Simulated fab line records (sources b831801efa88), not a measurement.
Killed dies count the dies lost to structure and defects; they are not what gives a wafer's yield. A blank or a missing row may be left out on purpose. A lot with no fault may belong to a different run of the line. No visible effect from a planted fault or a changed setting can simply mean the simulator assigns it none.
A struck lot beside a sound one | flow sky130 | 32 steps out of a route of 708
Sound: wafers L678.1, L678.2, L678.5. Struck: wafer L693.5 (L693.2, L693.4, from the same lot, were not struck and are left out); the cause is given at the end.
Per side, at each step with rows, come the tool, then ch with its chambers, and then its first start. Under that, the readings that differ: sound wafers | struck wafers | difference of the means | sigmas: that difference in standard deviations of wafers without a fault.
alike: same words and numbers on both sides, and readings whose means sit less than 2 such deviations apart. not compared: any withheld reading, any reading some wafer has no value for, any bound like >300 that may hide the same value, and any number with overlapping values for which the record gives no deviation.
A row with sigmas, a row that says differs or no value, or rows on one side alone: a step with any of these is where the two part. When numbers do not overlap yet have no deviation, they are printed without sigmas and do not part them. Lack of a reading on every wafer of one side parts them only where that side has two or more wafers.

first, 3 steps without rows for these wafers: SKY_VIA1_STRIP_17 (strips in post etch residue remover, time 1200 s); SKY_VIA1_CLEAN_18 (cleans in IPA, time 180 s); SKY_VIA1_CLEAN_19 (cleans in O3/DIW).
SKY_VIA1_SPUTTER_20: material TiN, target thk 20 nm, time 80 s.
  struck on pvd_sputter-04, day 40 04:39; sound on pvd_sputter-03, day 36 00:04
  alike: cathode_dc_power_W, throttle_valve_pct
then, 1 step without rows for these wafers: SKY_VIA1_CVD_21 (deposits W, target thk 270 nm, time 80.902 s).
SKY_VIA1_RS_MEAS_22: measures by four-point-probe.
  struck on film_metro-04, day 40 04:49; sound on film_metro-03, day 36 00:13
  alike: VIA1_W_RS
SKY_VIA1_THK_MEAS_23: measures by xrf.
  struck on film_metro-04, day 40 04:56; sound on film_metro-03, day 36 00:20
  alike: VIA1_W_THK
then, 3 steps without rows for these wafers: SKY_VIA1_CMP_24 (polishes, stops on SiO2, t overpolish 15 s, target thk 0 nm); SKY_METAL2_SPUTTER_00 (material Ti, target thk 15 nm, time 10 s); SKY_METAL2_SPUTTER_01 (material TiN, target thk 20 nm, time 16.7 s).
SKY_METAL2_SPUTTER_02: material AlCu, target thk 250 nm, time 13.3 s.
  struck on pvd_sputter-01, day 40 05:20; sound on pvd_sputter-01, day 36 00:44
  reading                | sound          | struck | difference | sigmas
  throttle_valve_pct (%) | 29.2 28.5 29.4 | 30.7   | +1.7       | +2
  alike: cathode_dc_power_W
SKY_METAL2_SPUTTER_03: material Ti, target thk 5 nm, time 3.3 s.
  struck on pvd_sputter-01, day 40 05:21; sound on pvd_sputter-01, day 36 00:46
  reading                | sound          | struck | difference | sigmas
  throttle_valve_pct (%) | 29.2 28.7 29.2 | 30.9   | +1.9       | +3
  alike: cathode_dc_power_W
SKY_METAL2_SPUTTER_04: material TiN, target thk 70 nm, time 58.3 s.
  struck on pvd_sputter-01, day 40 05:22; sound on pvd_sputter-01, day 36 00:47
  reading                                    | sound                | struck | difference | sigmas
  cathode_dc_power_W (W)                     | 6499.6 6500.9 6500.3 | 7641.6 | +1141.3    | +99 or more
  throttle_valve_pct (%)                     | 29.1 28.6 29.1       | 31.1   | +2.2       | +3
  model.TiN_of_METAL2_SPUTTER_04.thk_nm (nm) | 69.66 69.2 70.03     | 82.86  | +13.23     |
SKY_METAL2_RS_MEAS_05: measures by four-point-probe.
  struck on film_metro-04, day 40 05:26; sound on film_metro-04, day 36 00:50
  alike: METAL2_ALCU_RS
SKY_METAL2_THK_MEAS_06: measures by xrf.
  struck on film_metro-04, day 40 05:33; sound on film_metro-04, day 36 00:58
  alike: METAL2_ALCU_THK
then, 8 steps without rows for these wafers: SKY_METAL2_DEHYDRATE_07 (time 60 s); SKY_METAL2_HMDS_08 (prime time 60 s); SKY_METAL2_COAT_09 (resist thk 60 nm); SKY_METAL2_COAT_10 (resist thk 450 nm); SKY_METAL2_SOFTBAKE_11 (time 90 s); SKY_METAL2_EXPOSE_12 (exposes mask MM2, target cd 140 nm); SKY_METAL2_PEB_13; SKY_METAL2_DEVELOP_14 (develop time 60 s).
SKY_METAL2_CD_MEAS_15: the cd target is 140 nm.
  struck on cd_sem-02, day 41 05:29; sound on cd_sem-02, day 37 02:26
  alike: cd_nm
SKY_METAL2_OVL_MEAS_16:
  struck on overlay-01, day 41 05:36; sound on overlay-02, day 37 02:33
  alike: METAL2_OVL
SKY_METAL2_DESCUM_17: chemistry O2, time 8 s.
  sound on rie_metal-02 ch 0,1, day 37 02:35; struck on rie_metal-01 ch 0, day 41 05:38
  reading                     | sound       | struck | difference | sigmas
  drypump_motor_current_A (A) | 5.7 5.3 5.3 | 6.2    | +0.8       | +2
  alike: he_backside_leak_sccm, oes_product_au
  not compared: rf_hours_counter_h
then, 2 steps without rows for these wafers: SKY_METAL2_ETCH_18 (etches BARC in N2/H2, stops on SiO2, time 45.9 s, target depth 60 nm); SKY_METAL2_METAL_ETCH_19 (etches the open film in Cl2/BCl3, stops on SiO2, target depth 360 nm, time 78 s).
SKY_METAL2_STRIP_20: strips in O2/N2.
  sound on plasma_asher-04 ch 0,1, day 37 02:46; struck on plasma_asher-02 ch 0, day 41 05:49
  alike: drypump_motor_current_A, oes_product_au, strip_time_to_endpoint_s
  not compared: rf_hours_counter_h
SKY_METAL2_STRIP_21: strips in post etch residue remover, time 1200 s.
  sound on wet_bench-03 ch 2, day 37 02:52; struck on wet_bench-01 ch 1, day 41 05:55
  reading                                    | sound             | struck | difference | sigmas
  model.TiN_of_METAL2_SPUTTER_04.thk_nm (nm) | 69.25 68.78 69.61 | 82.43  | +13.22     |
then, 1 step without rows for these wafers: SKY_METAL2_CLEAN_22 (cleans in IPA, time 180 s).
-- the record jumps here: 9 days lie between the struck wafers' starts before and after (it left off in module METAL2 and takes up again in module PAD_OPEN, whose first step shown is number 708 of the route) --
SKY_PAD_OPEN_PROBE_99:
  struck on prober-02, day 50 06:25; sound on prober-01, day 47 08:01
  alike: defect_limited_yield, killed_at_M0_to_M3, killed_at_M4_up, killed_at_contacts, killed_at_front_end, killed_at_other, killed_dies, killed_on_rim, killed_open, killed_short, sort_bin_3_pad_short, sort_bin_5_function, sort_bin_6_memory, sort_n_pass, sort_yield_pct

## WHERE THEY PART
First at SKY_METAL2_SPUTTER_02; last, within this record, at SKY_METAL2_DESCUM_17. Later steps at which nothing parts them and some readings are alike: SKY_METAL2_STRIP_20, SKY_PAD_OPEN_PROBE_99.

WHY: what had been put in by the simulator
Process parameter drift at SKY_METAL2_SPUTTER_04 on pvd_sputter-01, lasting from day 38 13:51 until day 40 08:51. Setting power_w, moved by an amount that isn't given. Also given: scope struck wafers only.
